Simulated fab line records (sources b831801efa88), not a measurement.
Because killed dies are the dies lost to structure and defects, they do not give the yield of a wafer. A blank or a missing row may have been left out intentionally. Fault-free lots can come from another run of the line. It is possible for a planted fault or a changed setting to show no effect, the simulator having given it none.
fab line records | flow gf180mcu
record: lots: 13 | wafers: 39 | lastDay: 34
route steps=602 shown CONTACT@313 V2@382 V4@498
lots that met no fault: taken from a fault-free run of the same line
startH: hours from the record's opening day to when the first of the lot's shown wafers began | waitH: hours from the lot's prior step to this one | " same as the row above | L1.1+2: a row that stands for several wafers | - no value present, or no start provided | * or withheld: withheld | < > ~ a bound
route shown NAME@n: a module of which the file shows steps, and the number in the route of the first | usual: mean/standard deviation taken from wafers without a fault | same: alike in all rows | chamber/n: place in a boat | sites: each site's reading | _std_site: standard deviation across them | _edge_site: the outer-site mean with the inner-site mean subtracted | radiusMm: how far each site lies from the wafer's centre | mask NAME#n: copy n | behind: the last tool/chamber to shape the wafer | hold: what put the lot on hold/how long, in hours/how the hold closed | device: names the non-switching transistor (n, p or np) | end of line: tests of these same wafers at the route's end | a step with no rows: only its recipe | killed: dies that structure and defects cost at the first sort, which is not the same as the wafer's yield | map: a wafer's dies, marking killed ones x, the rest . and places with no die _
set.NAME: the setting the step ran with; set.NAME@STEP: the setting that earlier step ran with | model.NAME: the simulator's own value behind a step, which no gauge read
one table for each step of the route and one row for each wafer, over a sample of lots
services: from which hour (startH, from the record's first day; less than 0 if before it) a tool's chamber was out of use, for how many hours, and why
== steps ==
step: GF_CONTACT_THK_MEAS_26
recipe: thkMeasGauge: xrf | reads: W_of_CONTACT_CVD_24
usual: CONTACT_W_THK: 298/4.6
lot.wafer | tool         | chamber | startH | waitH | CONTACT_W_THK[nm]
L532.3    | filmMetro-03 | -       | 374.30 | 0.1   | 297
L532.5    | "            | -       | "      | "     | 296
L532.6    | "            | -       | "      | "     | 300
L533.2    | filmMetro-04 | -       | 384.58 | 0.1   | 300
L533.4    | "            | -       | "      | "     | 305
L533.5    | "            | -       | "      | "     | 299
L534.2    | filmMetro-03 | -       | 389.49 | 0.1   | 298
L534.3    | "            | -       | "      | "     | 300
L534.6    | "            | -       | "      | "     | 302
L536.2    | filmMetro-04 | -       | 411.69 | 0.1   | 301
L536.3    | "            | -       | "      | "     | 299
L536.5    | "            | -       | "      | "     | 299
L539.1    | filmMetro-04 | -       | 435.17 | 0.1   | 293
L539.2    | "            | -       | "      | "     | 298
L539.6    | "            | -       | "      | "     | 300
L540.2    | filmMetro-03 | -       | 446.72 | 0.1   | 304
L540.5    | "            | -       | "      | "     | 304
L540.6    | "            | -       | "      | "     | 307
L541.2    | filmMetro-03 | -       | 455.42 | 0.1   | 306
L541.5    | "            | -       | "      | "     | 305
L541.6    | "            | -       | "      | "     | 301
L542.1    | filmMetro-03 | -       | 469.82 | 0.1   | 303
L542.2    | "            | -       | "      | "     | 301
L542.6    | "            | -       | "      | "     | 310
L543.1    | filmMetro-04 | -       | 471.88 | 0.1   | 291
L543.4    | "            | -       | "      | "     | 292
L543.6    | "            | -       | "      | "     | 292
L545.2    | filmMetro-01 | -       | 496.34 | 0.1   | 300
L545.4    | "            | -       | "      | "     | 300
L545.6    | "            | -       | "      | "     | 295
L546.1    | filmMetro-03 | -       | 497.10 | 0.1   | 294
L546.3    | "            | -       | "      | "     | 291
L546.4    | "            | -       | "      | "     | 294
L548.2    | filmMetro-04 | -       | 514.19 | 0.1   | 296
L548.3    | "            | -       | "      | "     | 300
L548.5    | "            | -       | "      | "     | 300
L554.1    | filmMetro-01 | -       | 559.16 | 0.1   | 290
L554.2    | "            | -       | "      | "     | 287
L554.4    | "            | -       | "      | "     | 288
step: GF_V2_CVD_00
recipe: material: SiO2 | targetThkNm: 600 | sigmaOpenFrac: 0.3 | tempC: 400 | timeS: 100 | sih4FlowSccm: 60 | pressureMtorr: 6
usual: sih4FlowSccm: 60.01/0.2
lot.wafer | tool      | chamber | startH | waitH | sih4FlowSccm
L532.3    | hdpcvd-01 | 0       | 450.23 | 0.0   | 59.97
L532.5    | "         | 2       | "      | "     | 59.79
L532.6    | "         | 1       | "      | "     | 60.12
L533.2    | hdpcvd-01 | 1       | 459.07 | 0.0   | 60.05
L533.4    | "         | 0       | "      | "     | 60.16
L533.5    | "         | 1       | "      | "     | 60.22
L534.2    | hdpcvd-02 | 0       | 466.17 | 0.0   | 60.16
L534.3    | "         | 1       | "      | "     | 60.15
L534.6    | "         | 0       | "      | "     | 60.03
L536.2    | hdpcvd-01 | 1       | 489.44 | 0.0   | 60.02
L536.3    | "         | 2       | "      | "     | 60.05
L536.5    | "         | 1       | "      | "     | 59.96
L539.1    | hdpcvd-01 | 1       | 512.97 | 0.0   | 59.94
L539.2    | "         | 2       | "      | "     | 59.97
L539.6    | "         | 2       | "      | "     | 59.78
L540.2    | hdpcvd-01 | 1       | 523.43 | 0.0   | 60.32
L540.5    | "         | 0       | "      | "     | 59.58
L540.6    | "         | 1       | "      | "     | 60.05
L541.2    | hdpcvd-02 | 1       | 531.55 | 0.0   | 59.97
L541.5    | "         | 2       | "      | "     | 60.39
L541.6    | "         | 1       | "      | "     | 60.29
L542.1    | hdpcvd-01 | 0       | 544.63 | 0.0   | 59.90
L542.2    | "         | 1       | "      | "     | 59.75
L542.6    | "         | 0       | "      | "     | 60.22
L543.1    | hdpcvd-01 | 0       | 546.54 | 0.0   | 60.08
L543.4    | "         | 0       | "      | "     | 60.04
L543.6    | "         | 2       | "      | "     | 59.64
L545.2    | hdpcvd-01 | 2       | 569.03 | 0.0   | 71.88
L545.4    | "         | 0       | "      | "     | 71.86
L545.6    | "         | 1       | "      | "     | 71.61
L546.1    | hdpcvd-02 | 0       | 569.49 | 0.0   | 59.77
L546.3    | "         | 2       | "      | "     | 60.12
L546.4    | "         | 2       | "      | "     | 59.92
L548.2    | hdpcvd-01 | 0       | 585.98 | 0.0   | 72.29
L548.3    | "         | 1       | "      | "     | 71.87
L548.5    | "         | 0       | "      | "     | 72.01
L554.1    | hdpcvd-02 | 2       | 628.32 | 0.0   | 60.00
L554.2    | "         | 1       | "      | "     | 59.96
L554.4    | "         | 2       | "      | "     | 59.81
step: GF_V2_THK_MEAS_01
recipe: reads: SiO2_of_V2_CVD_00
usual: V2_CVD_00_THK: 598/7
lot.wafer | tool         | chamber | startH | waitH | V2_CVD_00_THK[nm]
L532.3    | filmMetro-04 | -       | 450.32 | 0.1   | 599
L532.5    | "            | -       | "      | "     | 587
L532.6    | "            | -       | "      | "     | 595
L533.2    | filmMetro-04 | -       | 459.15 | 0.0   | 592
L533.4    | "            | -       | "      | "     | 596
L533.5    | "            | -       | "      | "     | 592
L534.2    | filmMetro-01 | -       | 466.25 | 0.0   | 601
L534.3    | "            | -       | "      | "     | 603
L534.6    | "            | -       | "      | "     | 597
L536.2    | filmMetro-01 | -       | 489.52 | 0.0   | 594
L536.3    | "            | -       | "      | "     | 588
L536.5    | "            | -       | "      | "     | 589
L539.1    | filmMetro-01 | -       | 513.04 | 0.0   | 595
L539.2    | "            | -       | "      | "     | 592
L539.6    | "            | -       | "      | "     | 592
L540.2    | filmMetro-03 | -       | 523.55 | 0.1   | 600
L540.5    | "            | -       | "      | "     | 606
L540.6    | "            | -       | "      | "     | 593
L541.2    | filmMetro-04 | -       | 531.63 | 0.0   | 610
L541.5    | "            | -       | "      | "     | 610
L541.6    | "            | -       | "      | "     | 614
L542.1    | filmMetro-04 | -       | 544.70 | 0.0   | 594
L542.2    | "            | -       | "      | "     | 589
L542.6    | "            | -       | "      | "     | 597
L543.1    | filmMetro-04 | -       | 546.62 | 0.0   | 597
L543.4    | "            | -       | "      | "     | 595
L543.6    | "            | -       | "      | "     | 580
L545.2    | filmMetro-03 | -       | 569.11 | 0.0   | 715
L545.4    | "            | -       | "      | "     | 725
L545.6    | "            | -       | "      | "     | 722
L546.1    | filmMetro-04 | -       | 569.56 | 0.0   | 601
L546.3    | "            | -       | "      | "     | 594
L546.4    | "            | -       | "      | "     | 599
L548.2    | filmMetro-01 | -       | 586.06 | 0.0   | 720
L548.3    | "            | -       | "      | "     | 716
L548.5    | "            | -       | "      | "     | 720
L554.1    | filmMetro-01 | -       | 628.39 | 0.0   | 594
L554.2    | "            | -       | "      | "     | 599
L554.4    | "            | -       | "      | "     | 592
step: GF_V2_OVL_MEAS_15
usual: V2_OVL: -2/5.4
lot.wafer | tool       | chamber | startH | waitH | V2_OVL[nm]
L532.3    | overlay-02 | -       | 475.12 | 0.1   | -8
L532.5    | "          | -       | "      | "     | -13
L532.6    | "          | -       | "      | "     | -5
L533.2    | overlay-01 | -       | 483.45 | 0.1   | -7
L533.4    | "          | -       | "      | "     | -4
L533.5    | "          | -       | "      | "     | -3
L534.2    | overlay-01 | -       | 490.71 | 0.1   | 1
L534.3    | "          | -       | "      | "     | 2
L534.6    | "          | -       | "      | "     | -3
L536.2    | overlay-02 | -       | 514.16 | 0.1   | 5
L536.3    | "          | -       | "      | "     | -7
L536.5    | "          | -       | "      | "     | 4
L539.1    | overlay-01 | -       | 536.84 | 0.1   | -2
L539.2    | "          | -       | "      | "     | 8
L539.6    | "          | -       | "      | "     | 6
L540.2    | overlay-01 | -       | 546.85 | 0.1   | 7
L540.5    | "          | -       | "      | "     | -14
L540.6    | "          | -       | "      | "     | -5
L541.2    | overlay-02 | -       | 554.41 | 0.1   | 3
L541.5    | "          | -       | "      | "     | 0
L541.6    | "          | -       | "      | "     | -3
L542.1    | overlay-01 | -       | 567.31 | 0.1   | 0
L542.2    | "          | -       | "      | "     | 1
L542.6    | "          | -       | "      | "     | 2
L543.1    | overlay-02 | -       | 569.20 | 0.1   | -2
L543.4    | "          | -       | "      | "     | -7
L543.6    | "          | -       | "      | "     | 0
L545.2    | overlay-02 | -       | 591.16 | 0.1   | -4
L545.4    | "          | -       | "      | "     | -3
L545.6    | "          | -       | "      | "     | -5
L546.1    | overlay-01 | -       | 591.61 | 0.1   | 4
L546.3    | "          | -       | "      | "     | 4
L546.4    | "          | -       | "      | "     | -10
L548.2    | overlay-02 | -       | 607.79 | 0.1   | -3
L548.3    | "          | -       | "      | "     | -5
L548.5    | "          | -       | "      | "     | 0
L554.1    | overlay-02 | -       | 649.21 | 0.1   | -3
L554.2    | "          | -       | "      | "     | 5
L554.4    | "          | -       | "      | "     | -1
step: GF_V4_SPUTTER_22
recipe: material: TiN | targetThkNm: 10 | chamberPressurePa: 5 | powerW: 4000 | timeS: 40
usual: throttleValvePct: 30.5/0.92
lot.wafer | tool          | chamber | startH | waitH | throttleValvePct
L532.3    | pvdSputter-04 | -       | 574.76 | 0.0   | 27.6
L532.5    | "             | -       | "      | "     | 31.1
L532.6    | "             | -       | "      | "     | 30.3
L533.2    | pvdSputter-04 | -       | 580.86 | 0.0   | 32.2
L533.4    | "             | -       | "      | "     | 30.9
L533.5    | "             | -       | "      | "     | 30.2
L534.2    | pvdSputter-03 | -       | 589.21 | 0.0   | 30.8
L534.3    | "             | -       | "      | "     | 30.2
L534.6    | "             | -       | "      | "     | 31.8
L536.2    | pvdSputter-03 | -       | 609.65 | 0.0   | 31.6
L536.3    | "             | -       | "      | "     | 30.6
L536.5    | "             | -       | "      | "     | 30.7
L539.1    | pvdSputter-03 | -       | 628.75 | 0.0   | 30.4
L539.2    | "             | -       | "      | "     | 29.9
L539.6    | "             | -       | "      | "     | 30.1
L540.2    | pvdSputter-03 | -       | 640.55 | 0.0   | 30.1
L540.5    | "             | -       | "      | "     | 30.7
L540.6    | "             | -       | "      | "     | 29.8
L541.2    | pvdSputter-03 | -       | 645.70 | 0.0   | 31.3
L541.5    | "             | -       | "      | "     | 30.8
L541.6    | "             | -       | "      | "     | 30.2
L542.1    | pvdSputter-04 | -       | 657.35 | 0.0   | 31.3
L542.2    | "             | -       | "      | "     | 27.7
L542.6    | "             | -       | "      | "     | 30.3
L543.1    | pvdSputter-03 | -       | 659.14 | 0.0   | 30.5
L543.4    | "             | -       | "      | "     | 30.0
L543.6    | "             | -       | "      | "     | 30.1
L546.1    | pvdSputter-04 | -       | 679.79 | 0.0   | 27.7
L546.3    | "             | -       | "      | "     | 32.1
L546.4    | "             | -       | "      | "     | 30.1
L545.2    | pvdSputter-03 | -       | 679.84 | 0.0   | 30.4
L545.4    | "             | -       | "      | "     | 29.9
L545.6    | "             | -       | "      | "     | 31.5
L548.2    | pvdSputter-03 | -       | 693.98 | 0.0   | 31.5
L548.3    | "             | -       | "      | "     | 30.7
L548.5    | "             | -       | "      | "     | 31.5
L554.1    | pvdSputter-01 | -       | 731.18 | 0.0   | 30.7
L554.2    | "             | -       | "      | "     | 29.7
L554.4    | "             | -       | "      | "     | 31.4
== services ==
tool          | chamber | startH | hours | kind
pvdSputter-01 | -       | 492.98 | 2.6   | repair
pvdSputter-03 | -       | 512.91 | 1.0   | repair
hdpcvd-02     | 0       | 516.17 | 2.3   | repair
hdpcvd-01     | 2       | 517.28 | 13.4  | repair
pvdSputter-03 | -       | 526.40 | 10.5  | repair
pvdSputter-03 | -       | 528.27 | 0.8   | repair
hdpcvd-02     | -       | 539.25 | 15.0  | pm
hdpcvd-02     | 0       | 539.25 | 15.0  | ventCycle
hdpcvd-02     | 1       | 539.25 | 15.0  | ventCycle
hdpcvd-02     | 2       | 539.25 | 15.0  | ventCycle
pvdSputter-04 | 2       | 546.21 | -     | consumableReplace:kit
pvdSputter-04 | 2       | 546.21 | 18.0  | scheduledDown
pvdSputter-04 | 2       | 546.21 | 18.0  | ventCycle
hdpcvd-02     | 0       | 554.25 | -     | clean
hdpcvd-02     | 1       | 554.25 | -     | clean
hdpcvd-01     | -       | 626.64 | 6.0   | pm
hdpcvd-01     | 1       | 634.00 | 2.0   | repair
hdpcvd-02     | 2       | 664.48 | 4.7   | repair
hdpcvd-01     | 0       | 664.68 | 8.1   | repair
hdpcvd-01     | -       | 677.23 | 1.2   | repair
pvdSputter-04 | -       | 695.28 | 1.6   | repair
pvdSputter-03 | 3       | 719.98 | -     | consumableReplace:kit
pvdSputter-03 | 3       | 719.98 | 18.0  | scheduledDown
pvdSputter-03 | 3       | 719.98 | 18.0  | ventCycle
== key ==
firstSign: step: GF_V2_CVD_00 | reading: sih4FlowSccm | direction: up | sigmas: 60 | usual: 60.01 | struck: 71.92
effect: step: GF_V2_THK_MEAS_01 | reading: V2_CVD_00_THK | direction: up | sigmas: 17 | usual: 598 | struck: 720
metAt GF_V2_CVD_00
struckLots L545,L548
notActingAt GF_CONTACT_THK_MEAS_26,GF_V2_OVL_MEAS_15,GF_V4_SPUTTER_22
onsetBetween 546.54 569.03
fault: kind: processParameterDrift | tool: hdpcvd-01 | chamber: - | onsetH: 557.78 | steps: GF_V2_CVD_00 | channel: sih4FlowSccm | offset: 12 | shape: step | endH: 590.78 | actsIn: theseRecipesOnly | stated: 60
